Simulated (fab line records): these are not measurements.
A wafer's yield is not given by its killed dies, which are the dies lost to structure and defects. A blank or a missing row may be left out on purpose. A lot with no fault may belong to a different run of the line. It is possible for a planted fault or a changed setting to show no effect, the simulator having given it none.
The same fault as seen by 2 desks ; flow gf180mcu ; numbers are kept per desk, each desk with only its own; the story behind them comes last

== METROLOGY DESK ==
Means of the sampled wafers that have a number, per lot and without regard to the tool the lot ran on: this is what the gauges read. Any lot whose mean is over 4 standard deviations away from the usual mean is out of limits and marked OUT; that distance is given in the brackets. 7 of its 10 readings are shown, namely those furthest out on some lot.
Columns: A = VT_IMPLANT_4_TW at GF_VT_IMPLANT_TW_MEAS_43, usual 685; B = MVSD_RS at GF_VT_IMPLANT_RS_MEAS_46, usual 457.0 ohm/sq; C = LVPWELL_RS at GF_VT_IMPLANT_RS_MEAS_48, usual 1197 ohm/sq; D = MVPSD_RS at GF_VT_IMPLANT_RS_MEAS_49, usual 1169 ohm/sq; E = DUAL_GATE_OXIDATION_00_THK at GF_DUAL_GATE_THK_MEAS_03, usual 10.85 nm; F = POLY_GATE_CVD_00_THK at GF_POLY_GATE_THK_MEAS_01, usual 201.4 nm; G = cd-nm at GF_POLY_GATE_CD_MEAS_10, usual 280.3 nm
lot;first seen here;A;B;C;D;E;F;G
L679;day 7 21:28;683;457.8;1198;1169;10.75;200.4;280.6
L680;day 8 08:28;703;457.9;1199;1163;10.73;202.0;280.5
L687;day 9 13:10;696;457.6;1204;1169;11.11;201.8;282.8
L694;day 11 17:19;676;455.5;1199;1171;11.11;204.2;280.2
L698;day 12 20:14;678;457.7;1193;1167;10.80;202.6;279.9
L699;day 13 02:03;698;457.3;1198;1168;10.93;201.4;280.6
Finding of this desk: none of the 6 lots has anything out of limits.

== DESK OF THE TOOL OWNER: furnace-02 ==
The tool's own readings at GF_DUAL_GATE_OXIDATION_02 (stabilise 600 s, purge 300 s, target thk 10.887 nm): means of the sampled wafers that have a number, for each lot that ran on this tool. Any lot whose mean is over 4 standard deviations away from the usual mean is out of limits and marked OUT; that distance is given in the brackets.
Columns: A = spike-tc-bottom-C at GF_DUAL_GATE_OXIDATION_02, usual 918.0 C
lot;first seen here;A
L679;day 7 23:28;917.8
L687;day 9 14:31;917.5
L694;day 11 20:18;917.8
L698;day 13 00:52;917.7
L699;day 13 09:31;918.1
Finding of this desk: none of the 5 lots has anything out of limits.

== BROUGHT TOGETHER ==
From the metrology desk's view, nothing was out of limits.
The desk of the tool owner found nothing out of limits.

== WHAT THE SIMULATOR HAD PUT IN ==
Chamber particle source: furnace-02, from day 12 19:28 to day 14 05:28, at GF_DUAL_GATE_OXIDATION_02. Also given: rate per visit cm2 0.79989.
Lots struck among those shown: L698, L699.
